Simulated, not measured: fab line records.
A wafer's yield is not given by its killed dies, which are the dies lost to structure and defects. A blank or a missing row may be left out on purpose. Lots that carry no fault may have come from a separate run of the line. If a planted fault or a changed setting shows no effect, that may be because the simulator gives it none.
A struck lot beside a sound one + flow sky130 + 24 steps out of a route of 708
Sound: these wafers, L789.2, L789.4, L789.5. Wafers L776.2, L776.4, L776.6 were the ones struck. Last of all comes the cause.
At each step with rows: each side's tool, then ch and its chambers, then its first start. Under that, the readings that differ: sound wafers + struck wafers + difference of the means + sigmas: that difference in standard deviations of wafers without a fault.
alike: a reading whose means differ by less than 2 such deviations, as well as words and numbers matching on both sides. not compared: withheld readings; readings where some wafer has no value; bounds like >300 that might hide an equal value; numbers whose values overlap and for which the record gives no deviation.
Wherever a step has rows on one side only, a row that says differs or no value, or a row with sigmas, the two part there. Non-overlapping numbers with no deviation appear without sigmas and do not part them. A reading that every wafer of one side lacks parts them only if that side has two wafers or more.

SKY_METAL3_METAL_ETCH_18: etches the open film in Cl2/BCl3, stops on SiO2, target depth 845 nm, time 183.1 s.
  sound on rieMetal-04 ch 1, day 45 06:10; struck on rieMetal-03 ch 0,1, day 41 11:58
  alike: drypumpMotorCurrentA, oesProductAu, throttleValvePct
  not compared: rfHoursCounterH
SKY_METAL3_STRIP_19: strips in O2/N2.
  sound on plasmaAsher-02 ch 0,1, day 45 06:21; struck on plasmaAsher-01 ch 0,1, day 41 12:08
| reading                  | sound          | struck         | difference | sigmas |
|--------------------------|----------------|----------------|------------|--------|
| stripTimeToEndpointS (s) | 6.38 6.32 6.35 | 6.60 6.51 6.55 | +0.20      | +3     |
  alike: drypumpMotorCurrentA, oesProductAu
  not compared: rfHoursCounterH
then, 4 steps without rows for these wafers: SKY_METAL3_STRIP_20 (strips in post etch residue remover, time 1200 s); SKY_METAL3_CLEAN_21 (cleans in IPA, time 180 s); SKY_METAL3_CLEAN_22 (cleans in O3/DIW); SKY_VIA3_HDPCVD_00 (deposits SiO2, target thk 1635 nm, time 272.5 s).
SKY_VIA3_THK_MEAS_01:
  struck on filmMetro-02, day 41 12:56; sound on filmMetro-04, day 45 07:07
  alike: VIA3_HDPCVD_THK
SKY_VIA3_CMP_02: polishes SiO2.
  sound on cmp-02 ch 0,1, day 45 07:10; struck on cmp-02 ch 1,2, day 41 13:09
  alike: edgeZonePressureFrac, motorCurrentA
SKY_VIA3_BOW_MEAS_03:
  struck on filmMetro-02, day 41 13:25; sound on filmMetro-01, day 45 07:29
  alike: VIA3_BOW
then, 3 steps without rows for these wafers: SKY_VIA3_DEHYDRATE_04 (time 60 s); SKY_VIA3_HMDS_05 (prime time 60 s); SKY_VIA3_COAT_06 (resist thk 60 nm).
SKY_VIA3_COAT_07: resist thk 450 nm.
  sound on lithoTrack-01 ch 0, day 45 16:00; struck on lithoTrack-04 ch 0, day 42 00:00
| reading                                    | sound                | struck               | difference | sigmas |
|--------------------------------------------|----------------------|----------------------|------------|--------|
| spinSpeedRpm (rpm)                         | 3001.6 3000.1 2998.8 | 3088.0 3089.8 3086.1 | +87.8      | +49    |
| model.KrF-thick_of_VIA3_COAT_07.thkNm (nm) | 451.9 451.6 452.3    | 442.4 444.1 443.1    | -8.7       |        |
then, 4 steps without rows for these wafers: SKY_VIA3_SOFTBAKE_08 (time 90 s); SKY_VIA3_EXPOSE_09 (exposes mask VIM3, target cd 200 nm); SKY_VIA3_PEB_10; SKY_VIA3_DEVELOP_11 (develop time 60 s).
SKY_VIA3_CD_MEAS_12: target cd 200 nm.
  struck on cdSem-01, day 42 12:41; sound on cdSem-02, day 46 04:05
  alike: cdNm
SKY_VIA3_OVL_MEAS_13:
  struck on overlay-02, day 42 12:47; sound on overlay-02, day 46 04:11
  alike: VIA3_OVL
SKY_VIA3_ETCH_14: etches BARC in N2/H2, stops on SiO2, time 45.9 s, target depth 60 nm.
  sound on rieDiel-02 ch 1,2,3, day 46 04:13; struck on rieDiel-02 ch 0,1, day 42 12:49
| reading             | sound             | struck            | difference | sigmas |
|---------------------|-------------------|-------------------|------------|--------|
| oesProductAu (a.u.) | 0.859 0.859 0.862 | 0.850 0.848 0.846 | -0.012     | -3     |
  alike: drypumpMotorCurrentA, throttleValvePct
  not compared: rfHoursCounterH
SKY_VIA3_ETCH_15: etches SiO2 in C4F8/O2/Ar, stops on TiN, target depth 507 nm, time 78 s.
  sound on rieDiel-02 ch 1,2,3, day 46 04:16; struck on rieDiel-02 ch 0,1, day 42 12:52
| reading                                    | sound           | struck            | difference | sigmas |
|--------------------------------------------|-----------------|-------------------|------------|--------|
| model.KrF-thick_of_VIA3_COAT_07.thkNm (nm) | 294.5 298.1 295 | 281.4 283.8 287.2 | -11.7      |        |
  alike: oesProductAu
  not compared: rfHoursCounterH
SKY_VIA3_STRIP_16: strips in O2/N2.
  sound on plasmaAsher-02 ch 0,1, day 46 04:19; struck on plasmaAsher-01 ch 0,1, day 42 12:55
| reading                  | sound             | struck            | difference | sigmas |
|--------------------------|-------------------|-------------------|------------|--------|
| stripTimeToEndpointS (s) | 4.179 4.203 4.179 | 4.025 4.033 4.083 | -0.140     | -5     |
  alike: drypumpMotorCurrentA, oesProductAu
  not compared: rfHoursCounterH
then, 1 step without rows for these wafers: SKY_VIA3_STRIP_17 (strips in post etch residue remover, time 1200 s).
SKY_PAD_OPEN_PROBE_99:
  rows exist in the record for the sound wafers here (prober-02, day 50 23:54), none for the struck ones

== WHERE THEY PART ==
Earliest at SKY_METAL3_STRIP_19; latest, in this record, at SKY_PAD_OPEN_PROBE_99.

WHY: whatever the simulator had introduced
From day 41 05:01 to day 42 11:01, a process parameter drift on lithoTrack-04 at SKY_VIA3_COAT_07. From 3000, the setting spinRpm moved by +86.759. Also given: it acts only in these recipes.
